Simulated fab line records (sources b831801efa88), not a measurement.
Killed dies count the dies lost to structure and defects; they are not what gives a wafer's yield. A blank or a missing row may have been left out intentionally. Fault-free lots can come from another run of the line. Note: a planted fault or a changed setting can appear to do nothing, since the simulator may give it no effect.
fab line records | flow sfqLine
[record] lots = 6 wafers = 18 lastDay = 80
route steps=325 shown M5@201 A5B@209 R5@212 I5@228 C5@240 M8@325
lots that met no fault: taken from a fault-free run of the same line
startH: hours from the record's first day to the start of the lot's first wafer shown | waitH: hours since the lot's step before | " identical to the entry in the row above | L1.1+2: a row that stands for several wafers | - value missing, or start not given | * or withheld: withheld | < > ~ a bound
route shown NAME@n: a module of which the file shows steps, and the number in the route of the first | usual: mean/standard deviation taken from wafers without a fault | same: alike in all rows | chamber/n: place in a boat | sites: per-site readings | _std_site: how widely they spread, as a standard deviation | _edge_site: the outer-site mean with the inner-site mean subtracted | radiusMm: for every site, how far away it sits from the centre of the wafer | mask NAME#n: copy n | behind: tool/chamber where the wafer was last shaped | hold: why the lot went on hold/how many hours it stayed there/how the hold came to an end | device: whichever transistor did not switch (one of n, p or np) | end of line: tests of these same wafers at the route's end | a step without rows: its recipe alone | killed: dies that structure and defects cost at the first sort, which is not the same as the wafer's yield | map: the dies of a wafer, with x for killed, . for not killed, _ for no die there
set.NAME: the setting the step ran with; set.NAME@STEP: the setting that earlier step ran with | model.NAME: the simulator's own value behind a step, which no gauge read
lots at selected steps of the route; one table per step, one row per wafer
services: from which hour (startH, from the record's first day; less than 0 if before it) a tool's chamber was out of use, for how many hours, and why
[[steps]]
[step SFQ_TRILAYER_M5_LITHO_EXPOSE_124]
[recipe] maskId = M5 na = 0.6 sourceShape = conventional sigmaOuter = 0.65 targetCdNm = 700 doseMj = 14.4
[step SFQ_TRILAYER_M5_LITHO_PEB_126]
[recipe] pebTempC = 115 pebTimeS = 60 resist = KrF
[step SFQ_TRILAYER_M5_LITHO_DEVELOP_125]
[recipe] timeS = 60 resist = KrF
[step SFQ_M5_OVL_MEAS_932]
[usual] M5_OVL = 0/5.5
// columns lot.wafer tool chamber startH waitH M5_OVL[nm]
L984.2 overlay-02 - 1290.03 0.1 5
L984.5 " - " " 11
L984.6 " - " " 11
L988.1 overlay-01 - 1299.18 0.1 9
L988.3 " - " " 3
L988.6 " - " " 8
L996.1 overlay-01 - 1469.56 0.1 0
L996.4 " - " " -6
L996.5 " - " " -1
L997.3 overlay-01 - 1470.77 0.1 -11
L997.4 " - " " -8
L997.6 " - " " -9
L100.1 overlay-01 - 1481.68 0.1 2
L100.3 " - " " -2
L100.4 " - " " 0
L103.1 overlay-01 - 1621.09 0.1 -1
L103.2 " - " " -2
L103.5 " - " " -2
[step SFQ_TRILAYER_M5_BARC_OPEN_METAL_ETCH_161]
[recipe] maskMaterial = PR chemistry = O2 targetDepthNm = 125 target = BARC icpW = 600 biasW = 80 pressureMtorr = 10 timeS = 41.7
[step SFQ_TRILAYER_M5_ETCH_METAL_ETCH_126]
[recipe] target = Nb stopOn = SiO2 maskMaterial = PR overEtchFrac = 0.15 timeS = 203.2 chemistry = Cl2/BCl3 targetDepthNm = 265 icpW = 600 biasW = 80 pressureMtorr = 10
[usual] drypumpMotorCurrentA = 5.7/0.48 oesProductAu = 0.729/0.0062
// columns lot.wafer tool chamber startH waitH drypumpMotorCurrentA oesProductAu rfHoursCounterH
L984.2 rieMetal-01 1 1290.12 0.0 6.3 0.724 76
L984.5 " 1 " " 6.3 0.736 -
L984.6 " 0 " " 5.3 0.732 -
L988.1 rieMetal-01 1 1299.27 0.0 6.2 0.734 78
L988.3 " 0 " " 5.3 0.726 -
L988.6 " 0 " " 5.3 0.730 -
L996.1 rieMetal-04 0 1469.65 0.0 5.6 0.720 11
L996.4 " 0 " " 5.7 0.733 -
L996.5 " 1 " " 4.7 0.738 -
L997.3 rieMetal-01 1 1470.92 0.1 6.3 0.736 -
L997.4 " 0 " " 5.3 0.739 -
L997.6 " 1 " " 6.3 0.732 -
L100.1 rieMetal-01 1 1481.78 0.0 6.3 0.715 106
L100.3 " 0 " " 5.3 0.722 -
L100.4 " 1 " " 6.3 0.721 -
L103.1 rieMetal-03 1 1621.18 0.0 6.1 0.723 114
L103.2 " 0 " " 5.5 0.733 50
L103.5 " 1 " " 6.1 0.738 -
[step SFQ_TRILAYER_M5_STRIP_STRIP_127]
[recipe] gas = O2 powerW = 200 platenTempC = 40 overashFraction = 0.65 chemistry = O2 pressureMtorr = 50
[step SFQ_TRILAYER_M5_STRIP_SOLV_CLEAN_128]
[recipe] chemistry = NMP tempC = 70 timeS = 600
[step SFQ_TRILAYER_A5B_DEP_PECVD_129]
[recipe] material = SiO2 tempC = 150 timeS = 133.33 pressureTorr = 2.4 rfW = 183.3 precursor = SiH4/N2O targetThkNm = 600
[usual] heaterPowerW = 72/13 showerheadVppV = 818/28 throttleValvePct = 24.8/1.4
// columns lot.wafer tool chamber startH waitH heaterPowerW showerheadVppV throttleValvePct
L984.2 pecvd-03 0 1291.09 0.0 60 813 24.6
L984.5 " 1 " " 75 875 23.6
L984.6 " 2 " " 60 832 22.5
L988.1 pecvd-02 2 1300.24 0.0 71 812 27.6
L988.3 " 0 " " 51 801 25.8
L988.6 " 1 " " 63 865 24.8
L996.1 pecvd-02 0 1470.62 0.0 62 790 25.8
L996.4 " 1 " " 56 858 24.7
L996.5 " 2 " " 63 818 27.7
L997.3 pecvd-04 1 1471.84 0.0 76 820 23.3
L997.4 " 1 " " 81 827 23.2
L997.6 " 0 " " 71 803 23.0
L100.1 pecvd-04 1 1482.75 0.0 76 817 23.3
L100.3 " 2 " " 95 764 24.9
L100.4 " 2 " " 98 764 24.9
L103.1 pecvd-02 2 1622.15 0.0 71 830 27.6
L103.2 " 0 " " 57 797 25.8
L103.5 " 1 " " 56 833 24.8
[step SFQ_TRILAYER_A5B_CMP_CMP_130]
[recipe] stopOn = Nb downForcePsi = 3 platenRpm = 60 targetThkNm = 340.7
[usual] motorCurrentA = 10.4/0.79 platenRpm = 60.00/0.036 slurryFilterDpKPa = 13.50/0.14 slurryFlowMlMin = 150.1/0.48
// columns lot.wafer tool chamber startH waitH motorCurrentA platenRpm slurryFilterDpKPa slurryFlowMlMin
L984.2 cmp-02 3 1291.68 0.5 10.7 60.03 13.48 150.6
L984.6 " 2 1293.18 2.0 11.4 59.97 13.53 150.1
L984.5 " 3 " " 10.6 59.97 13.15 150.2
L988.1 cmp-02 1 1306.18 5.9 9.6 59.96 13.35 151.1
L988.3 " 0 1307.68 7.4 11.2 60.01 13.52 149.6
L988.6 " 1 " " 10.4 59.97 13.42 150.7
L996.4 cmp-01 1 1492.89 22.2 9.0 60.02 13.50 150.0
L996.1 " 2 " " 11.0 60.07 13.31 149.9
L996.5 " 1 1494.89 24.2 8.8 59.99 13.58 150.0
L997.4 cmp-02 0 1493.94 22.0 10.6 59.91 13.75 150.6
L997.3 " 2 1494.94 23.1 11.2 60.05 13.53 150.7
L997.6 " 0 1495.94 24.0 11.1 59.97 13.51 149.0
L100.4 cmp-02 0 1507.11 24.3 11.4 59.97 13.36 150.1
L100.3 " 2 1508.11 25.3 10.9 59.97 13.88 150.7
L100.1 " 3 " " 10.1 59.96 13.34 149.7
L103.2 cmp-02 0 1622.88 0.7 11.2 60.06 13.53 150.2
L103.1 " 1 " " 10.2 60.01 13.42 149.9
L103.5 " 3 1624.38 2.1 10.3 59.99 13.50 150.2
[step SFQ_TRILAYER_A5B_METRO_MEASURE_131]
[step SFQ_TRILAYER_R5_DEP_SPUTTER_132]
[recipe] material = Ti basePressurePa = 1.33e-06 targetThkNm = 5 powerW = 2000 timeS = 5 chamberPressurePa = 0.4
[step SFQ_TRILAYER_R5_DEP_SPUTTER_133]
[recipe] material = MoNx basePressurePa = 1.33e-06 targetThkNm = 40 powerW = 1000 timeS = 66.7 chamberPressurePa = 0.4
[usual] cathodeDcPowerW = 999.96/0.19 throttleValvePct = 30.0/1.1
// columns lot.wafer tool chamber startH waitH cathodeDcPowerW throttleValvePct model.MoNx_of_TRILAYER_R5_DEP_SPUTTER_133.thkNm
L984.2 pvdSputter-06 - 1295.40 0.0 999.71 28.7 40.92
L984.5 " - " " 999.70 29.2 41.09
L984.6 " - " " 999.79 30.7 40.83
L988.1 pvdSputter-04 - 1310.40 0.0 999.89 32.1 39.9
L988.3 " - " " 999.57 30.5 39.5
L988.6 " - " " 999.73 29.2 39.55
L996.1 pvdSputter-06 - 1497.11 0.0 1153.2 29.6 46.51
L996.4 " - " " 1153.0 28.7 46.38
L996.5 " - " " 1153.5 28.7 46.41
L997.3 pvdSputter-04 - 1498.16 0.0 999.92 28.9 40.42
L997.4 " - " " 999.65 32.3 39.98
L997.6 " - " " 1000.2 32.1 40.12
L100.1 pvdSputter-06 - 1511.33 0.0 1153.5 30.7 46.01
L100.3 " - " " 1153.6 29.6 46.62
L100.4 " - " " 1153.6 28.5 46.23
L103.1 pvdSputter-06 - 1626.60 0.0 1000.3 29.4 40.28
L103.2 " - " " 999.91 30.6 39.39
L103.5 " - " " 999.54 28.4 40.5
[step SFQ_TRILAYER_R5_DEP_SPUTTER_134]
[recipe] material = Ti basePressurePa = 1.33e-06 targetThkNm = 5 powerW = 2000 timeS = 5 chamberPressurePa = 0.4
[step SFQ_R5_RS_MEAS_933]
[recipe] thkMeasGauge = four-point-probe reads = Ti_of_TRILAYER_R5_DEP_SPUTTER_134+MoNx_of_TRILAYER_R5_DEP_SPUTTER_133+Ti_of_TRILAYER_R5_DEP_SPUTTER_132
[usual] R5_MONX_RS = 7.03/0.079
// columns lot.wafer tool chamber startH waitH R5_MONX_RS[ohm/sq]
L984.2 filmMetro-03 - 1295.50 0.0 6.90
L984.5 " - " " 6.89
L984.6 " - " " 6.91
L988.1 filmMetro-04 - 1310.48 0.0 7.10
L988.3 " - " " 7.17
L988.6 " - " " 7.15
L996.1 filmMetro-04 - 1497.18 0.0 6.12
L996.4 " - " " 6.14
L996.5 " - " " 6.12
L997.3 filmMetro-03 - 1498.28 0.0 7.00
L997.4 " - " " 7.07
L997.6 " - " " 7.05
L100.1 filmMetro-03 - 1511.41 0.0 6.20
L100.3 " - " " 6.13
L100.4 " - " " 6.15
L103.1 filmMetro-04 - 1626.67 0.0 7.01
L103.2 " - " " 7.15
L103.5 " - " " 6.98
[step SFQ_R5_THK_MEAS_934]
[recipe] thkMeasGauge = xrf reads = MoNx_of_TRILAYER_R5_DEP_SPUTTER_133
[usual] R5_MONX_THK = 39.5/0.46
// columns lot.wafer tool chamber startH waitH R5_MONX_THK[nm]
L984.2 filmMetro-03 - 1295.61 0.1 40.1
L984.5 " - " " 40.3
L984.6 " - " " 40.0
L988.1 filmMetro-04 - 1310.60 0.1 39.0
L988.3 " - " " 38.9
L988.6 " - " " 38.9
L996.1 filmMetro-04 - 1497.30 0.1 45.8
L996.4 " - " " 45.9
L996.5 " - " " 45.9
L997.3 filmMetro-03 - 1498.38 0.1 40.1
L997.4 " - " " 39.5
L997.6 " - " " 39.4
L100.1 filmMetro-03 - 1511.53 0.1 45.3
L100.3 " - " " 45.7
L100.4 " - " " 45.5
L103.1 filmMetro-04 - 1626.79 0.1 39.8
L103.2 " - " " 38.8
L103.5 " - " " 40.0
[step SFQ_TRILAYER_R5_LITHO_COAT_141]
[recipe] resist = BARC spinRpm = 3000 resistThkNm = 62
[step SFQ_TRILAYER_R5_LITHO_COAT_136]
[recipe] resist = KrF spinRpm = 3000 resistThkNm = 600
[step SFQ_TRILAYER_R5_LITHO_SOFTBAKE_140]
[recipe] tempC = withheld timeS = withheld resist = KrF
[step SFQ_TRILAYER_R5_LITHO_EXPOSE_137]
[recipe] maskId = R5 na = 0.6 sourceShape = conventional sigmaOuter = 0.65 targetCdNm = 500 doseMj = 14.4
[step SFQ_TRILAYER_R5_LITHO_PEB_139]
[recipe] pebTempC = 115 pebTimeS = 60 resist = KrF
[step SFQ_TRILAYER_R5_LITHO_DEVELOP_138]
[recipe] timeS = 60 resist = KrF
[step SFQ_R5_OVL_MEAS_935]
[usual] R5_OVL = -1/6.6
// columns lot.wafer tool chamber startH waitH R5_OVL[nm]
L984.2 overlay-02 - 1401.51 0.1 10
L984.5 " - " " 9
L984.6 " - " " 8
L988.1 overlay-02 - 1411.36 0.1 1
L988.3 " - " " -3
L988.6 " - " " 5
L996.1 overlay-02 - 1606.91 0.1 -8
L996.4 " - " " -2
L996.5 " - " " 4
L997.3 overlay-01 - 1609.32 0.1 1
L997.4 " - " " -6
L997.6 " - " " -5
L100.1 overlay-01 - 1615.09 0.1 -2
L100.3 " - " " -10
L100.4 " - " " -9
L103.1 overlay-01 - 1630.07 0.1 0
L103.2 " - " " -6
L103.5 " - " " -6
[step SFQ_TRILAYER_R5_BARC_OPEN_METAL_ETCH_177]
[recipe] maskMaterial = PR chemistry = O2 targetDepthNm = 125 target = BARC icpW = 600 biasW = 80 pressureMtorr = 10 timeS = 41.7
[usual] drypumpMotorCurrentA = 5.8/0.59 oesProductAu = 0.685/0.0049
// columns lot.wafer tool chamber startH waitH drypumpMotorCurrentA oesProductAu rfHoursCounterH
L984.2 rieMetal-03 1 1401.54 0.0 6.1 0.687 83
L984.5 " 0 " " 5.4 0.683 -
L984.6 " 1 " " 6.1 0.682 -
L988.1 rieMetal-03 1 1411.40 0.0 6.1 0.687 85
L988.3 " 0 " " 5.5 0.683 -
L988.6 " 1 " " 6.1 0.679 -
L996.1 rieMetal-04 0 1606.94 0.0 5.6 0.680 25
L996.4 " 0 " " 5.6 0.690 -
L996.5 " 0 " " 5.6 0.684 -
L997.3 rieMetal-02 0 1609.36 0.0 6.5 0.680 -
L997.4 " 1 " " 6.3 0.691 -
L997.6 " 1 " " 6.3 0.689 -
L100.1 rieMetal-03 0 1615.12 0.0 5.5 0.680 49
L100.3 " 0 " " 5.5 0.681 -
L100.4 " 1 " " 6.1 0.691 -
L103.1 rieMetal-02 0 1630.10 0.0 6.5 0.686 121
L103.2 " 1 " " 6.3 0.684 14
L103.5 " 1 " " 6.3 0.683 -
[step SFQ_TRILAYER_R5_ETCH_METAL_ETCH_139]
[recipe] stopOn = SiO2 maskMaterial = PR chemistry = Cl2 targetDepthNm = 60 icpW = 600 biasW = 80 pressureMtorr = 10 timeS = 40
[usual] drypumpMotorCurrentA = 5.8/0.59 oesProductAu = 0.990/0.0073
// columns lot.wafer tool chamber startH waitH drypumpMotorCurrentA oesProductAu rfHoursCounterH
L984.2 rieMetal-03 1 1401.60 0.0 6.1 0.986 83
L984.5 " 0 " " 5.4 1.003 -
L984.6 " 1 " " 6.1 0.983 -
L988.1 rieMetal-03 1 1411.46 0.0 6.1 0.968 85
L988.3 " 0 " " 5.5 0.993 -
L988.6 " 1 " " 6.1 0.976 -
L996.1 rieMetal-04 0 1607.00 0.0 5.6 0.961 26
L996.4 " 0 " " 5.6 0.963 -
L996.5 " 0 " " 5.6 0.963 -
L997.3 rieMetal-02 0 1609.42 0.0 6.5 0.997 -
L997.4 " 1 " " 6.3 0.978 -
L997.6 " 1 " " 6.3 0.991 -
L100.1 rieMetal-03 0 1615.18 0.0 5.5 0.959 50
L100.3 " 0 " " 5.5 0.963 -
L100.4 " 1 " " 6.1 0.957 -
L103.1 rieMetal-02 0 1630.16 0.0 6.5 0.992 121
L103.2 " 1 " " 6.3 0.988 14
L103.5 " 1 " " 6.3 0.989 -
[step SFQ_TRILAYER_R5_STRIP_STRIP_140]
[recipe] gas = O2 powerW = 200 platenTempC = 40 overashFraction = 0.65 chemistry = O2 pressureMtorr = 50
[step SFQ_TRILAYER_R5_STRIP_SOLV_CLEAN_141]
[recipe] chemistry = NMP tempC = 70 timeS = 600
[step SFQ_TRILAYER_A5C_DEP_PECVD_142]
[recipe] material = SiO2 tempC = 150 timeS = 15.556 pressureTorr = 2.4 rfW = 183.3 precursor = SiH4/N2O targetThkNm = 70
[step SFQ_TRILAYER_I5_LITHO_COAT_149]
[recipe] resist = BARC spinRpm = 3000 resistThkNm = 62
[step SFQ_TRILAYER_I5_LITHO_COAT_144]
[recipe] resist = KrF spinRpm = 3000 resistThkNm = 650
[step SFQ_TRILAYER_I5_LITHO_SOFTBAKE_148]
[recipe] tempC = withheld timeS = withheld resist = KrF
[step SFQ_TRILAYER_I5_LITHO_EXPOSE_145]
[recipe] maskId = I5 na = 0.6 sourceShape = conventional sigmaOuter = 0.65 targetCdNm = 700 doseMj = 21.3
[step SFQ_TRILAYER_I5_LITHO_PEB_147]
[recipe] pebTempC = 115 pebTimeS = 60 resist = KrF
[step SFQ_TRILAYER_I5_LITHO_DEVELOP_146]
[recipe] timeS = 60 resist = KrF
[step SFQ_I5_OVL_MEAS_936]
[usual] I5_OVL = -1/5.4
// columns lot.wafer tool chamber startH waitH I5_OVL[nm]
L984.2 overlay-02 - 1450.81 0.1 -4
L984.5 " - " " 0
L984.6 " - " " -4
L988.1 overlay-01 - 1455.61 0.1 11
L988.3 " - " " 7
L988.6 " - " " 7
L996.1 overlay-02 - 1610.11 0.1 0
L996.4 " - " " 5
L996.5 " - " " 3
L997.3 overlay-01 - 1612.70 0.1 5
L997.4 " - " " -6
L997.6 " - " " -2
L100.1 overlay-01 - 1622.29 0.1 4
L100.3 " - " " 8
L100.4 " - " " 3
L103.1 overlay-02 - 1633.27 0.1 -2
L103.2 " - " " 2
L103.5 " - " " -2
[step SFQ_TRILAYER_I5_BARC_OPEN_VIA_ETCH_200]
[recipe] maskMaterial = PR chemistry = O2 targetDepthNm = 125 target = BARC sourceW = 500 biasW = 80 pressureMtorr = 30 timeS = 41.7
[step SFQ_TRILAYER_I5_ETCH_VIA_ETCH_147]
[recipe] stopOn = Nb maskMaterial = PR chemistry = CHF3 targetDepthNm = 360 sourceW = 500 biasW = 80 pressureMtorr = 30 timeS = withheld
[step SFQ_TRILAYER_I5_STRIP_STRIP_148]
[recipe] gas = O2 powerW = 200 platenTempC = 40 overashFraction = 0.65 chemistry = O2 pressureMtorr = 50
[usual] drypumpMotorCurrentA = 6.0/0.44 oesProductAu = 1.000/0.0098
// columns lot.wafer tool chamber startH waitH drypumpMotorCurrentA oesProductAu rfHoursCounterH
L984.2 rieMetal-01 1 1451.03 - 6.3 1.000 100
L984.5 " 0 " " 5.3 0.992 -
L984.6 " 1 " " 6.3 0.996 -
L988.1 rieMetal-03 1 1455.83 - 6.1 0.983 93
L988.3 " 0 " " 5.5 0.988 -
L988.6 " 1 " " 6.1 0.983 -
L996.1 rieMetal-01 0 1610.34 - 5.3 1.008 133
L996.4 " 1 " " 6.3 1.010 -
L996.5 " 0 " " 5.3 1.010 -
L997.3 rieMetal-02 0 1613.11 - 6.5 1.002 -
L997.4 " 1 " " 6.3 0.985 -
L997.6 " 0 " " 6.5 1.019 -
L100.1 rieMetal-02 0 1622.51 - 6.6 1.002 120
L100.3 " 0 " " 6.6 1.007 -
L100.4 " 1 " " 6.3 0.991 -
L103.1 rieMetal-03 0 1633.50 - 5.5 0.996 52
L103.2 " 1 " " 6.1 0.987 116
L103.5 " 1 " " 6.1 0.988 -
[step SFQ_TRILAYER_I5_STRIP_SOLV_CLEAN_149]
[recipe] chemistry = NMP tempC = 70 timeS = 600
[step SFQ_TRILAYER_C5_LITHO_COAT_156]
[recipe] resist = BARC spinRpm = 3000 resistThkNm = 62
[step SFQ_TRILAYER_C5_LITHO_COAT_151]
[recipe] resist = KrF spinRpm = 3000 resistThkNm = 650
[step SFQ_TRILAYER_C5_LITHO_SOFTBAKE_155]
[recipe] tempC = withheld timeS = withheld resist = KrF
[step SFQ_M8_BOW_MEAS_951]
[recipe] mode = bow
[usual] M8_BOW = 11/11
// columns lot.wafer tool chamber startH waitH M8_BOW[um] model.etest.r5.ohmUm model.etest.c5.linkOhm model.etest.r5.ohmSq
L984.2 filmMetro-03 - 1842.82 0.0 8 13.75 7.841 6.896
L984.5 " - " " 4 13.73 7.815 6.867
L984.6 " - " " 20 13.8 7.864 6.91
L988.1 filmMetro-02 - 1853.15 0.0 23 14.17 8.049 7.072
L988.3 " - " " 6 14.28 8.123 7.143
L988.6 " - " " 20 14.28 8.107 7.134
L996.1 filmMetro-03 - 1874.33 0.0 5 12.13 7.023 6.067
L996.4 " - " " 23 12.2 7.034 6.084
L996.5 " - " " 13 12.19 7.043 6.08
L997.3 filmMetro-04 - 1907.66 0.0 10 14.04 7.951 6.981
L997.4 " - " " 15 14.11 8.003 7.058
L997.6 " - " " 0 14.09 8.008 7.033
L100.1 filmMetro-02 - 1913.62 0.0 11 12.27 7.066 6.133
L100.3 " - " " 11 12.1 6.979 6.052
L100.4 " - " " 23 12.16 7.043 6.103
L103.1 filmMetro-02 - 1917.05 0.0 -12 14.04 7.954 7.005
L103.2 " - " " -3 14.31 8.124 7.162
L103.5 " - " " 0 13.93 7.917 6.966
[[services]]
// columns tool chamber startH hours kind
rieMetal-04 1 1308.36 5.9 repair
rieMetal-04 - 1313.85 2.8 pm
pecvd-04 - 1316.75 14.0 pm
pvdSputter-06 - 1342.89 2.1 repair
pecvd-02 1 1355.55 6.2 repair
rieMetal-04 - 1362.68 1.5 repair
rieMetal-01 - 1370.56 1.4 pm
rieMetal-04 0 1374.70 7.1 repair
pecvd-02 - 1375.50 2.8 pm
pvdSputter-04 - 1383.72 5.4 repair
rieMetal-04 - 1387.35 0.6 repair
cmp-02 - 1429.41 4.0 pm
cmp-02 - 1456.61 19.3 repair
cmp-02 - 1460.56 0.7 repair
pvdSputter-04 - 1465.81 0.7 repair
pecvd-02 0 1479.86 6.3 repair
pvdSputter-06 - 1480.96 1.3 repair
rieMetal-02 - 1496.56 2.8 pm
rieMetal-03 - 1524.39 0.7 repair
pvdSputter-06 - 1555.54 3.2 repair
rieMetal-04 - 1556.38 14.6 pm
cmp-02 - 1572.67 14.1 repair
rieMetal-03 - 1578.28 2.8 pm
pvdSputter-06 - 1589.58 19.6 repair
[[key]]
[firstSign] step = SFQ_TRILAYER_R5_DEP_SPUTTER_133 reading = cathodeDcPowerW direction = up sigmas = 99+ usual = 999.96 struck = 1153.4
[effect] step = SFQ_R5_RS_MEAS_933 reading = R5_MONX_RS direction = down sigmas = 11 usual = 7.03 struck = 6.14
[effect] step = SFQ_R5_THK_MEAS_934 reading = R5_MONX_THK direction = up sigmas = 13 usual = 39.5 struck = 45.7
[effect] step = SFQ_TRILAYER_R5_ETCH_METAL_ETCH_139 reading = oesProductAu direction = down sigmas = 3.9 usual = 0.990 struck = 0.961
[modelEffect] step = SFQ_TRILAYER_R5_DEP_SPUTTER_133 value = MoNx_of_TRILAYER_R5_DEP_SPUTTER_133.thkNm without = 40.22 struck = 46.36
[modelEffect] step = SFQ_M8_BOW_MEAS_951 value = etest.r5.ohmUm without = 14.03 struck = 12.18
metAt SFQ_TRILAYER_R5_DEP_SPUTTER_133
struckWafers L996.1,L996.4,L996.5,L100.1,L100.3,L100.4
onsetBetween 1295.40 1497.11
[fault] kind = processParameterDrift tool = pvdSputter-06 chamber = - onsetH = 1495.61 steps = SFQ_TRILAYER_R5_DEP_SPUTTER_133 channel = powerW offset = 153.51 shape = step endH = 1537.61 actsIn = theseRecipesOnly stated = 1000
